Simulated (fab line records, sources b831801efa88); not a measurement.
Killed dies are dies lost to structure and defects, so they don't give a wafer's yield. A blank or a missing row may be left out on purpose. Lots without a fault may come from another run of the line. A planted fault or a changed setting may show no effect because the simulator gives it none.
Which tool did it? | flow gf180mcu | 14 lots, 42 wafers sampled, at 5 steps of a route of 602

WHAT THE GAUGES READ, wafer by wafer
GF_STI_THK_MEAS_02.
lot  | measured    | on            | STI_OXIDATION_THK (nm)
L845 | day 1 16:47 | film_metro-03 | 10.05 10.02 9.99
L846 | day 1 21:31 | film_metro-03 | 10.18 10.05 10.08
L847 | day 2 02:31 | film_metro-03 | 10.11 10.18 10.13
L848 | day 2 07:34 | film_metro-01 | 10.38 10.07 10.15
L850 | day 2 17:33 | film_metro-02 | 10.16 10.20 10.26
L851 | day 2 23:01 | film_metro-02 | 10.14 10.11 9.99
L855 | day 3 20:10 | film_metro-02 | 10.07 10.11 10.10
L856 | day 3 23:31 | film_metro-01 | 10.00 10.03 10.08
L857 | day 4 04:31 | film_metro-01 | 9.97 10.04 10.04
L858 | day 4 09:54 | film_metro-03 | 9.67 9.86 9.78
L860 | day 4 19:31 | film_metro-02 | 10.38 10.37 10.59
L861 | day 5 00:31 | film_metro-02 | 10.38 10.40 10.27
L862 | day 5 05:32 | film_metro-02 | 10.00 9.98 10.05
L866 | day 6 01:34 | film_metro-01 | 10.32 10.16 10.29

GF_VT_IMPLANT_RS_MEAS_46: measures by four-point-probe.
lot  | measured     | on            | MVSD_RS (ohm/sq)
L845 | day 7 19:19  | film_metro-04 | 456.5 456.0 456.4
L846 | day 8 02:11  | film_metro-04 | 458.0 457.0 458.8
L847 | day 8 07:07  | film_metro-04 | 455.9 455.2 455.1
L848 | day 8 13:50  | film_metro-02 | 455.6 456.7 455.6
L850 | day 9 05:19  | film_metro-03 | 456.8 455.5 455.5
L851 | day 9 13:25  | film_metro-02 | 457.0 457.1 455.5
L855 | day 10 16:34 | film_metro-04 | 456.6 455.1 456.6
L856 | day 10 22:33 | film_metro-02 | 457.9 456.6 457.9
L857 | day 11 03:57 | film_metro-02 | 456.3 456.2 456.8
L858 | day 11 09:11 | film_metro-02 | 457.3 456.9 456.1
L860 | day 12 00:02 | film_metro-04 | 458.4 457.4 456.6
L861 | day 12 05:38 | film_metro-03 | 459.5 458.3 457.7
L862 | day 12 12:51 | film_metro-02 | 458.1 456.8 457.7
L866 | day 13 19:26 | film_metro-03 | 457.2 456.3 456.7

GF_VT_IMPLANT_RS_MEAS_47: measures by four-point-probe.
lot  | measured     | on            | NWELL_RS (ohm/sq)
L845 | day 7 19:26  | film_metro-04 | 487.0 488.9 486.5
L846 | day 8 02:19  | film_metro-04 | 487.3 486.7 487.5
L847 | day 8 07:14  | film_metro-04 | 485.9 486.3 486.9
L848 | day 8 13:58  | film_metro-02 | 488.6 488.9 488.6
L850 | day 9 05:26  | film_metro-03 | 488.0 488.5 486.9
L851 | day 9 13:32  | film_metro-02 | 487.1 487.6 487.7
L855 | day 10 16:41 | film_metro-04 | 497.4 497.0 496.7
L856 | day 10 22:40 | film_metro-02 | 487.3 487.1 487.0
L857 | day 11 04:04 | film_metro-02 | 498.1 497.9 498.8
L858 | day 11 09:18 | film_metro-02 | 487.1 486.1 486.2
L860 | day 12 00:10 | film_metro-04 | 488.7 490.2 489.5
L861 | day 12 05:45 | film_metro-03 | 488.1 490.0 489.7
L862 | day 12 12:58 | film_metro-02 | 488.1 487.3 488.9
L866 | day 13 19:34 | film_metro-03 | 488.6 487.6 489.0

GF_POLY_GATE_CD_MEAS_10: target cd 280 nm.
lot  | measured     | on        | cd_nm (nm)
L845 | day 9 10:13  | cd_sem-02 | 278.6 279.3 280.6
L846 | day 9 18:10  | cd_sem-02 | 279.1 278.7 278.5
L847 | day 9 23:23  | cd_sem-01 | 279.6 278.7 279.2
L848 | day 10 06:25 | cd_sem-02 | 277.2 276.4 277.6
L850 | day 10 23:22 | cd_sem-02 | 280.1 280.4 280.7
L851 | day 11 07:07 | cd_sem-01 | 279.7 280.2 280.0
L855 | day 12 13:17 | cd_sem-01 | 280.2 280.9 280.9
L856 | day 12 17:07 | cd_sem-01 | 279.9 279.4 279.9
L857 | day 13 00:19 | cd_sem-01 | 278.9 280.0 279.4
L858 | day 13 06:44 | cd_sem-01 | 279.5 280.9 280.5
L860 | day 13 21:20 | cd_sem-01 | 279.3 278.4 278.5
L861 | day 14 02:45 | cd_sem-01 | 278.9 278.0 277.8
L862 | day 14 10:28 | cd_sem-01 | 280.2 280.6 281.1
L866 | day 15 21:18 | cd_sem-01 | 281.6 280.9 281.1

WHICH TOOL RAN EACH LOT (tool, then ch and the chambers of the sampled wafers, then the start)
lot  | GF_NWELL_IMPLANT_08
L845 | implanter-02 ch 0, day 3 13:42
L846 | implanter-04 ch 0, day 3 17:40
L847 | implanter-01 ch 0, day 3 23:10
L848 | implanter-04 ch 0, day 4 05:02
L850 | implanter-04 ch 0, day 4 16:07
L851 | implanter-02 ch 0, day 4 22:02
L855 | implanter-04 ch 0, day 5 21:27
L856 | implanter-02 ch 0, day 6 02:33
L857 | implanter-04 ch 0, day 6 07:01
L858 | implanter-02 ch 0, day 6 11:32
L860 | implanter-02 ch 0, day 6 22:13
L861 | implanter-01 ch 0, day 7 03:14
L862 | implanter-01 ch 0, day 7 08:52
L866 | implanter-02 ch 0, day 8 09:22
- GF_NWELL_IMPLANT_08

WHAT THE TOOLS THEMSELVES READ (means of the sampled wafers that have a number; where no wafer has one, the mark that the record gives instead)
GF_NWELL_IMPLANT_08.
lot  | tool         | beam_energy_keV | end_station_pressure_torr (Torr) | tilt_deg (degrees)
L845 | implanter-02 | 449.94          | 5.01e-06                         | 0.011
L846 | implanter-04 | 449.92          | 5.01e-06                         | -0.008
L847 | implanter-01 | 450.03          | 5.16e-06                         | -0.006
L848 | implanter-04 | 450.14          | 4.57e-06                         | -0.018
L850 | implanter-04 | 450.02          | 5.05e-06                         | -0.017
L851 | implanter-02 | 449.92          | 5.13e-06                         | -0.007
L855 | implanter-04 | 401.61          | 5.24e-06                         | 0.000
L856 | implanter-02 | 449.90          | 5.32e-06                         | 0.005
L857 | implanter-04 | 401.44          | 4.92e-06                         | -0.013
L858 | implanter-02 | 450.06          | 5.15e-06                         | 0.017
L860 | implanter-02 | 450.06          | 4.81e-06                         | 0.003
L861 | implanter-01 | 450.05          | 4.71e-06                         | 0.001
L862 | implanter-01 | 450.07          | 5.33e-06                         | 0.028
L866 | implanter-02 | 449.95          | 4.97e-06                         | 0.019

THE ANSWER, worked out from the rows above alone
Rule: what is usual is taken from the lots themselves. Put in order of their means at a reading, lots are off if they are a third of the lots or fewer, leave a main group of 4 or more, and stand apart from it by a gap of 3 or more times the standard deviation of the main group's means; of several such gaps the widest counts. A main group whose means are all the same, to the digits that the tables above print for the reading, isn't used. A lot without any number at a reading at which 4 lots or more have one is off too. The other lots that the step has rows for count as sound. The gauges are gone through in route order, then the tools' own readings, and for those a lot's mean is taken as printed above. The first step at which some lot is off is used, and at that step the reading that is off furthest; a lot without a number counts as furthest.
Off: L855, L857, at GF_VT_IMPLANT_RS_MEAS_47 (NWELL_RS). The main group: mean 487.8 ohm/sq, standard deviation 0.96.
A tool fits if, at a process step before that reading, it ran every lot that is off, and no sound lot after the first of them. The gauges at GF_VT_IMPLANT_RS_MEAS_47 aren't tried: what is off there is off at GF_NWELL_IMPLANT_08 too, on other tools, and a gauge's error can't cause that. One fits: implanter-04 at GF_NWELL_IMPLANT_08. Its last sound lot is L850 (day 4 16:07), its first lot that is off L855 (day 5 21:27): a fault that began between those two fits.
The tool's own readings at GF_NWELL_IMPLANT_08 bear it out: on the lots that are off they differ by more than 5 times the standard deviation of the sound lots' means. beam_energy_keV reads 401.52 there against 450.00 on the sound lots.

WHAT THE SIMULATOR HAD PUT IN
Process parameter drift: implanter-04, from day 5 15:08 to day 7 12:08, at GF_NWELL_IMPLANT_08. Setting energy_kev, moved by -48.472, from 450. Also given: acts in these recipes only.
Lots struck among those shown: L855, L857. The rule above found the same.
